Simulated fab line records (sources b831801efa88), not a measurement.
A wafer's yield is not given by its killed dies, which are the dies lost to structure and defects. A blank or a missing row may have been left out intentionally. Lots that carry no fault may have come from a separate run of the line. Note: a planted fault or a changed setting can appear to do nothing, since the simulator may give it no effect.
Which tool was responsible? | flow sky130 | 39 wafers sampled from 13 lots at 1 step of a route of 708

WHAT THE GAUGES READ, wafer by wafer
SKY_CAP2M_THK_MEAS_04: measures by xrf.
lot  | measured     | on           | CAP2M_TIN_THK (nm)
L760 | day 40 04:21 | filmMetro-01 | 201.4 202.1 203.3
L762 | day 40 19:27 | filmMetro-02 | 203.5 202.7 204.5
L763 | day 41 20:10 | filmMetro-02 | 203.0 201.6 203.4
L765 | day 41 23:24 | filmMetro-03 | 204.0 203.0 201.4
L766 | day 42 00:39 | filmMetro-01 | 203.4 202.5 203.4
L767 | day 42 04:26 | filmMetro-01 | 199.3 201.3 203.8
L768 | day 42 12:00 | filmMetro-02 | 200.4 201.0 199.8
L771 | day 43 08:08 | filmMetro-03 | 198.0 199.2 199.5
L770 | day 43 08:49 | filmMetro-03 | 206.1 207.8 207.8
L772 | day 43 18:25 | filmMetro-02 | 199.8 199.1 199.7
L775 | day 44 19:46 | filmMetro-03 | 203.3 202.0 200.9
L776 | day 44 23:53 | filmMetro-03 | 202.4 200.8 201.6
L782 | day 46 17:10 | filmMetro-02 | 202.5 200.3 201.6

WHICH TOOL RAN EACH LOT (tool, then ch and the chambers of the sampled wafers, then the start)
No process step before these readings appears in the record.

AS READ BY THE TOOLS THEMSELVES (means over the sampled wafers that have a number; for cases with no such wafer, the mark the record gives instead)
The record holds no such reading with a usual standard deviation.

THE ANSWER, worked out from the rows above alone
Rule: the usual values come from the lots themselves. The widest of any qualifying gaps counts: lots, ordered by their means at a reading, are off when they make up no more than a third of the lots, leave a main group of 4 or more, and stand apart from it by 3 or more times the standard deviation of that group's means. A main group is skipped when, at the precision printed for the reading in the tables above, its means are all equal. Also off: a lot with no number at a reading for which 4 or more lots have one. Where the step has rows for the other lots, those lots are counted as sound. Order of review: gauges by route order, followed by the tools' own readings, for which a lot's mean as printed above is used. The first step at which some lot is off is used, and at that step the reading that is off furthest; a lot without a number counts as furthest.
No lot is off at any reading shown: from this, nothing can be told.

WHAT WAS PUT IN BY THE SIMULATOR
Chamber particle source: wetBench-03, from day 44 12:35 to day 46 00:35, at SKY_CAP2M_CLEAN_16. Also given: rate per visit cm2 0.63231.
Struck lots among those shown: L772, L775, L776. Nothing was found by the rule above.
